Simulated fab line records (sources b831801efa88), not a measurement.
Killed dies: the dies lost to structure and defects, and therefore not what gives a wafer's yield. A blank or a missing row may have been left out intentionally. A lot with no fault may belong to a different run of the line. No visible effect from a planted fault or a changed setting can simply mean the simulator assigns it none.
fab line records    flow gf180mcu
record lots=11  wafers=33  last_day=34
route steps=602 shown HV_LDD@231 CONTACT@313
lots untouched by any fault: they come from a run of this same line in which no faults occurred
start_h: hours from the record's first day to the start of the lot's first wafer shown    wait_h: hours elapsed since this lot's preceding step    " unchanged from the row above    L1.1+2: one row covering several wafers at once    - no value present, or no start provided    * or withheld: withheld    < > ~ a bound
route shown NAME@n: a module of which the file shows steps, and the number in the route of the first    usual: the fault-free wafers' mean and standard deviation    same: alike in all rows    chamber/n: place in a boat    sites: per-site readings    _std_site: the values' standard deviation    _edge_site: the outer-site mean with the inner-site mean subtracted    radius_mm: for every site, how far away it sits from the centre of the wafer    mask NAME#n: copy n    behind: tool/chamber where the wafer was last shaped    hold: cause of the lot's hold/its duration in hours/its outcome    device: whichever transistor did not switch (one of n, p or np)    end of line: tests of these same wafers at the route's end    a step given without rows: its recipe and nothing more    killed: dies lost to structure and defects at the first sort, not the wafer's yield    map: shows each die of a wafer: x if killed, . if not, _ if none is there
set.NAME: the setting the step ran with; set.NAME@STEP: the setting that earlier step ran with    model.NAME: the simulator's own value behind a step, which no gauge read
the route's steps for a sample of lots (tables are steps, rows are wafers)
services: a tool's chamber out of use, with start hour (start_h, from the record's first day; less than 0 if before it), hours out, and reason
## steps
# step GF_HV_LDD_THK_MEAS_55
# recipe reads=SiO2_of_HV_LDD_CVD_54
# usual HV_LDD_CVD_54_THK=9.99/0.11
lot.wafer  tool           chamber  start_h  wait_h  HV_LDD_CVD_54_THK[nm]
L510.1     film_metro-01  -        276.89   0.0     9.81
L510.2     "              -        "        "       9.84
L510.5     "              -        "        "       10.03
L511.1     film_metro-01  -        284.82   0.0     9.95
L511.4     "              -        "        "       9.97
L511.6     "              -        "        "       9.96
L513.1     film_metro-03  -        300.18   0.0     10.14
L513.3     "              -        "        "       10.12
L513.5     "              -        "        "       10.04
L517.2     film_metro-03  -        342.30   0.0     9.89
L517.3     "              -        "        "       9.86
L517.4     "              -        "        "       9.88
L518.2     film_metro-03  -        345.31   0.0     9.94
L518.5     "              -        "        "       10.02
L518.6     "              -        "        "       10.09
L519.1     film_metro-03  -        351.86   0.0     9.87
L519.3     "              -        "        "       10.02
L519.4     "              -        "        "       10.00
L521.2     film_metro-01  -        362.85   0.0     10.09
L521.5     "              -        "        "       9.96
L521.6     "              -        "        "       10.08
L526.2     film_metro-03  -        403.48   0.0     9.97
L526.3     "              -        "        "       10.12
L526.4     "              -        "        "       9.93
L530.2     film_metro-03  -        445.86   0.0     9.87
L530.3     "              -        "        "       9.91
L530.5     "              -        "        "       9.75
L532.3     film_metro-04  -        456.46   0.0     10.09
L532.4     "              -        "        "       10.08
L532.5     "              -        "        "       10.19
L533.2     film_metro-04  -        463.70   0.0     9.98
L533.4     "              -        "        "       9.82
L533.6     "              -        "        "       9.77
# step GF_HV_LDD_CVD_56
# recipe material=Si3N4  precursor=DCS/NH3  target_thk_nm=90  temp_c=770  time_s=1543  pressure_mtorr=250
# usual spike_tc_bottom_C=787.5/1.5  spike_tc_centre_C=770.8/1.3  spike_tc_lower_C=769.9/1.4  spike_tc_top_C=786.2/2.2  spike_tc_upper_C=770.0/1.3  susceptor_temp_C=770.0/0.34  zone_power_bottom_pct=21.2/1.2
lot.wafer  tool      chamber  start_h  wait_h  spike_tc_bottom_C  spike_tc_centre_C  spike_tc_lower_C  spike_tc_top_C  spike_tc_upper_C  susceptor_temp_C  zone_power_bottom_pct
L510.1     lpcvd-02  0        278.88   2.0     789.1              771.0              769.6             786.6           768.8             770.2             22.6
L510.2     "         0        "        "       788.9              771.9              770.3             788.5           771.7             770.2             22.8
L510.5     "         0        "        "       788.5              771.1              770.3             787.8           770.5             769.9             23.2
L511.1     lpcvd-02  1        284.88   0.1     786.4              770.4              770.7             784.5           768.3             770.1             19.2
L511.4     "         1        "        "       785.7              769.6              770.5             784.9           768.2             769.9             19.5
L511.6     "         1        "        "       786.1              769.0              770.5             785.6           768.6             770.5             19.9
L513.1     lpcvd-01  0        300.24   0.1     786.0              770.8              771.6             784.6           770.3             770.3             20.8
L513.3     "         0        "        "       788.4              771.2              771.0             783.6           770.0             770.1             21.0
L513.5     "         0        "        "       786.6              769.8              769.1             783.5           769.0             770.4             21.1
L517.2     lpcvd-01  1        342.35   0.0     785.8              770.8              770.9             789.2           771.5             769.9             21.9
L517.3     "         1        "        "       785.1              770.4              770.0             788.7           772.7             769.6             22.2
L517.4     "         1        "        "       785.2              768.8              771.1             790.3           773.0             769.5             21.4
L518.2     lpcvd-01  1        345.36   0.0     784.4              770.8              773.4             789.4           772.2             770.0             21.4
L518.5     "         1        "        "       786.3              772.0              770.0             787.9           771.1             770.2             21.5
L518.6     "         1        "        "       785.2              770.5              769.6             787.7           771.2             769.5             21.5
L519.1     lpcvd-02  1        351.92   0.1     786.8              769.1              769.4             784.8           767.7             770.7             19.5
L519.3     "         1        "        "       787.5              769.6              771.3             784.3           768.1             769.6             19.3
L519.4     "         1        "        "       787.3              769.5              770.8             785.1           770.2             770.0             19.2
L521.2     lpcvd-02  1        362.90   0.0     787.3              768.8              770.8             785.0           768.2             770.1             19.4
L521.5     "         1        "        "       788.0              771.4              772.0             785.5           768.7             770.2             19.7
L521.6     "         1        "        "       786.7              770.7              769.2             784.9           769.9             769.8             19.5
L526.2     lpcvd-01  0        403.53   0.0     770.1              754.0              751.4             765.9           752.4             752.8             20.2
L526.3     "         0        "        "       769.4              754.4              752.5             766.8           753.0             752.5             20.2
L526.4     "         0        "        "       770.1              751.8              753.8             767.0           751.1             752.7             20.2
L530.2     lpcvd-02  0        445.91   0.0     788.1              772.5              768.7             787.0           769.5             769.5             22.5
L530.3     "         0        "        "       788.7              772.2              768.9             787.8           768.7             769.8             22.5
L530.5     "         0        "        "       790.8              771.2              769.7             788.0           770.1             769.5             22.7
L532.3     lpcvd-02  0        456.50   0.0     789.3              770.4              767.8             787.7           768.7             770.5             22.0
L532.4     "         0        "        "       790.0              772.2              768.6             787.1           768.5             770.1             22.8
L532.5     "         0        "        "       789.5              771.1              766.7             787.9           771.0             770.1             22.3
L533.2     lpcvd-02  0        463.75   0.0     789.0              770.2              767.5             787.1           770.2             770.1             22.5
L533.4     "         0        "        "       789.3              772.6              769.3             787.2           769.6             770.2             22.3
L533.6     "         0        "        "       790.1              771.7              768.9             787.3           769.9             769.7             22.8
# step GF_HV_LDD_THK_MEAS_57
# recipe reads=Si3N4_of_HV_LDD_CVD_56
# usual HV_LDD_CVD_56_THK=89.8/0.65
lot.wafer  tool           chamber  start_h  wait_h  HV_LDD_CVD_56_THK[nm]
L510.1     film_metro-01  -        280.31   0.0     90.7
L510.2     "              -        "        "       90.1
L510.5     "              -        "        "       89.6
L511.1     film_metro-01  -        286.31   0.0     90.0
L511.4     "              -        "        "       90.1
L511.6     "              -        "        "       90.3
L513.1     film_metro-03  -        302.38   0.0     89.8
L513.3     "              -        "        "       90.8
L513.5     "              -        "        "       90.5
L517.2     film_metro-03  -        344.51   0.0     88.7
L517.3     "              -        "        "       88.5
L517.4     "              -        "        "       88.4
L518.2     film_metro-03  -        347.51   0.0     89.1
L518.5     "              -        "        "       89.2
L518.6     "              -        "        "       89.6
L519.1     film_metro-01  -        353.35   0.0     89.8
L519.3     "              -        "        "       89.6
L519.4     "              -        "        "       89.0
L521.2     film_metro-03  -        364.34   0.0     90.2
L521.5     "              -        "        "       89.6
L521.6     "              -        "        "       89.6
L526.2     film_metro-01  -        404.97   0.0     64.9
L526.3     "              -        "        "       64.4
L526.4     "              -        "        "       64.2
L530.2     film_metro-01  -        447.35   0.0     90.6
L530.3     "              -        "        "       89.9
L530.5     "              -        "        "       90.3
L532.3     film_metro-03  -        458.66   0.0     89.4
L532.4     "              -        "        "       90.0
L532.5     "              -        "        "       89.4
L533.2     film_metro-01  -        465.90   0.0     89.5
L533.4     "              -        "        "       88.8
L533.6     "              -        "        "       89.7
# step GF_HV_LDD_ETCHBACK_58
# recipe chemistry=CH3F/O2  target=Si3N4  stop_on=SiO2  source_w=400  bias_w=80  pressure_mtorr=25  ch3f_flow_sccm=40  O2_flow_sccm=30  time_s=100  target_depth_a=900
# usual drypump_motor_current_A=5.7/0.66  oes_product_au=0.841/0.0057  throttle_valve_pct=10.562/0.0086
lot.wafer  tool         chamber  start_h  wait_h  drypump_motor_current_A  oes_product_au  rf_hours_counter_h  throttle_valve_pct
L510.1     rie_diel-01  2        280.37   0.1     5.9                      0.842           72                  10.559
L510.2     "            1        "        "       5.0                      0.846           24                  10.565
L510.5     "            2        "        "       5.9                      0.850           -                   10.562
L511.1     rie_diel-04  0        286.37   0.1     5.3                      0.842           8                   10.559
L511.4     "            2        "        "       5.9                      0.842           5                   10.548
L511.6     "            0        "        "       5.3                      0.841           -                   10.541
L513.1     rie_diel-01  3        302.44   0.1     4.7                      0.840           77                  10.574
L513.3     "            0        "        "       5.5                      0.847           32                  10.563
L513.5     "            2        "        "       5.9                      0.851           -                   10.554
L517.2     rie_diel-04  3        344.56   0.0     6.7                      0.836           14                  10.556
L517.3     "            0        "        "       5.3                      0.836           10                  10.560
L517.4     "            1        "        "       6.1                      0.845           79                  10.565
L518.2     rie_diel-03  3        347.56   0.0     6.4                      0.839           33                  10.557
L518.5     "            2        "        "       6.6                      0.839           -                   10.563
L518.6     "            3        "        "       6.5                      0.825           -                   10.549
L519.1     rie_diel-01  2        353.41   0.1     5.9                      0.841           73                  10.564
L519.3     "            3        "        "       4.7                      0.836           78                  10.553
L519.4     "            1        "        "       5.0                      0.835           25                  10.569
L521.2     rie_diel-03  3        364.39   0.0     6.5                      0.848           33                  10.576
L521.5     "            1        "        "       5.1                      0.834           -                   10.559
L521.6     "            2        "        "       6.6                      0.840           -                   10.560
L526.2     rie_diel-03  1        405.02   0.0     5.1                      0.718           106                 10.547
L526.3     "            3        "        "       6.5                      0.713           35                  10.525
L526.4     "            0        "        "       5.2                      0.716           19                  10.556
L530.2     rie_diel-03  0        447.40   0.0     5.2                      0.840           20                  10.569
L530.3     "            2        "        "       6.6                      0.843           67                  10.571
L530.5     "            2        "        "       6.6                      0.846           -                   10.576
L532.3     rie_diel-03  2        458.70   0.0     6.6                      0.843           68                  10.560
L532.4     "            0        "        "       5.2                      0.843           20                  10.553
L532.5     "            3        "        "       6.4                      0.839           -                   10.568
L533.2     rie_diel-03  3        465.95   0.0     6.5                      0.843           36                  10.556
L533.4     "            2        "        "       6.6                      0.834           68                  10.550
L533.6     "            1        "        "       5.1                      0.837           -                   10.568
# step GF_CONTACT_THK_MEAS_26
# recipe thk_meas_gauge=xrf  reads=W_of_CONTACT_CVD_24
# usual CONTACT_W_THK=314/5.4
lot.wafer  tool           chamber  start_h  wait_h  CONTACT_W_THK[nm]
L510.1     film_metro-01  -        366.91   0.1     314
L510.2     "              -        "        "       308
L510.5     "              -        "        "       311
L511.1     film_metro-01  -        373.52   0.1     323
L511.4     "              -        "        "       323
L511.6     "              -        "        "       318
L513.1     film_metro-03  -        392.69   0.1     307
L513.3     "              -        "        "       309
L513.5     "              -        "        "       309
L517.2     film_metro-04  -        437.96   0.1     308
L517.3     "              -        "        "       310
L517.4     "              -        "        "       306
L518.2     film_metro-03  -        442.00   0.1     318
L518.5     "              -        "        "       316
L518.6     "              -        "        "       312
L519.1     film_metro-04  -        449.32   0.1     312
L519.3     "              -        "        "       315
L519.4     "              -        "        "       309
L521.2     film_metro-01  -        462.29   0.1     318
L521.5     "              -        "        "       322
L521.6     "              -        "        "       318
L526.2     film_metro-03  -        503.88   0.1     315
L526.3     "              -        "        "       318
L526.4     "              -        "        "       315
L530.2     film_metro-04  -        545.65   0.1     306
L530.3     "              -        "        "       316
L530.5     "              -        "        "       309
L532.3     film_metro-04  -        555.66   0.1     316
L532.4     "              -        "        "       314
L532.5     "              -        "        "       316
L533.2     film_metro-03  -        563.68   0.1     320
L533.4     "              -        "        "       318
L533.6     "              -        "        "       308
# step GF_CONTACT_CMP_27
# recipe stop_on=SiO2  down_force_psi=3.5  platen_rpm=60  t_overpolish_s=15  target_thk_nm=0  pad_velocity_m_s=0.94248
# usual motor_current_A=11.4/0.88  overpolish_run_s=15.000/0.0091  retaining_ring_pressure_frac=1.000/0.0043  time_to_endpoint_s=74/5.3
lot.wafer  tool    chamber  start_h  wait_h  motor_current_A  overpolish_run_s  retaining_ring_pressure_frac  time_to_endpoint_s
L510.2     cmp-02  1        366.97   0.0     10.3             14.991            0.992                         64
L510.1     "       0        "        "       10.1             15.016            1.002                         72
L510.5     "       1        "        "       11.1             14.982            0.997                         65
L511.4     cmp-01  3        373.68   0.1     11.3             15.004            0.998                         79
L511.1     "       0        "        "       12.0             14.994            1.003                         85
L511.6     "       1        "        "       12.4             15.010            1.007                         77
L513.3     cmp-01  1        392.85   0.1     12.0             15.004            1.001                         73
L513.1     "       2        "        "       11.0             15.011            0.994                         67
L513.5     "       0        "        "       12.8             15.011            0.999                         81
L517.2     cmp-02  3        438.01   0.0     12.3             14.989            0.994                         70
L517.3     "       0        "        "       10.7             15.007            0.997                         73
L517.4     "       2        "        "       9.2              15.001            1.001                         72
L518.2     cmp-01  1        442.10   0.1     11.8             14.997            0.996                         78
L518.5     "       0        "        "       12.0             15.008            0.995                         86
L518.6     "       1        "        "       12.2             14.992            0.997                         78
L519.3     cmp-02  1        449.38   0.0     10.4             15.010            1.000                         64
L519.1     "       3        "        "       11.6             14.996            1.002                         70
L519.4     "       0        "        "       9.9              14.994            0.997                         70
L521.2     cmp-02  0        462.60   0.3     10.5             14.986            0.999                         76
L521.6     "       1        "        "       10.7             15.002            0.997                         71
L521.5     "       2        "        "       9.4              15.008            0.998                         71
L526.2     cmp-01  3        503.93   0.0     11.5             14.996            1.003                         78
L526.4     "       0        "        "       11.8             15.012            1.003                         83
L526.3     "       2        "        "       11.5             15.000            1.000                         71
L530.3     cmp-01  2        545.77   0.1     11.1             15.001            0.999                         69
L530.2     "       3        "        "       12.0             14.983            1.005                         79
L530.5     "       2        "        "       11.8             14.992            1.002                         71
L532.4     cmp-01  2        555.75   0.1     11.4             14.995            0.999                         69
L532.3     "       0        "        "       11.7             14.996            1.005                         81
L532.5     "       1        "        "       11.9             15.001            1.010                         75
L533.2     cmp-01  1        563.78   0.1     11.5             15.013            0.991                         75
L533.4     "       2        "        "       12.1             15.000            1.005                         71
L533.6     "       0        "        "       11.8             14.989            1.002                         79
## services
tool         chamber  start_h  hours  kind
lpcvd-02     -        263.74   6.0    pm
lpcvd-01     -        269.93   17.2   pm
rie_diel-04  1        286.45   3.1    repair
rie_diel-03  -        316.58   0.5    repair
rie_diel-03  -        318.63   15.6   pm
cmp-02       -        319.00   5.5    pm
rie_diel-03  -        354.92   2.8    pm
rie_diel-03  3        379.99   4.6    repair
cmp-01       -        380.60   2.5    repair
cmp-02       -        404.17   4.0    pm
rie_diel-01  -        409.82   14.6   pm
cmp-02       -        414.50   1.0    repair
rie_diel-03  0        426.50   13.9   repair
rie_diel-01  3        444.38   7.8    repair
cmp-01       -        454.07   0.5    repair
cmp-01       -        458.85   9.3    pm
rie_diel-03  3        471.91   2.8    repair
lpcvd-01     -        487.24   2.1    repair
rie_diel-01  0        506.90   14.2   repair
cmp-01       -        517.84   0.3    repair
lpcvd-01     -        523.38   1.4    repair
cmp-02       -        528.63   1.4    repair
rie_diel-03  1        533.43   15.2   repair
cmp-02       -        549.41   0.5    repair
## key
first_sign step=GF_HV_LDD_CVD_56  reading=susceptor_temp_C  direction=down  sigmas=51  usual=*  struck=*
effect step=GF_HV_LDD_CVD_56  reading=spike_tc_upper_C  direction=down  sigmas=13  usual=770.0  struck=752.2
effect step=GF_HV_LDD_THK_MEAS_57  reading=HV_LDD_CVD_56_THK  direction=down  sigmas=39  usual=89.8  struck=64.5
effect step=GF_HV_LDD_ETCHBACK_58  reading=oes_product_au  direction=down  sigmas=22  usual=0.841  struck=0.716
met_at GF_HV_LDD_CVD_56
struck_lots L526
struck_wafers L526.2,L526.3,L526.4
tester_left_out L526
not_acting_at GF_HV_LDD_THK_MEAS_55,GF_CONTACT_THK_MEAS_26,GF_CONTACT_CMP_27
onset_between 300.24 403.53
fault kind=process_parameter_drift  tool=lpcvd-01  chamber=0  onset_h=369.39  steps=GF_HV_LDD_CVD_56  channel=temp_c  offset=*  shape=step  end_h=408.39  acts_in=*  stated=*
# tester_left_out: of these lots the tester's yield and bins aren't shown, on N5 and GAA mostly nor the transistor test; their killed dies are dies lost to structure and defects alone, not to doping, threshold or leakage, so they don't give the yield
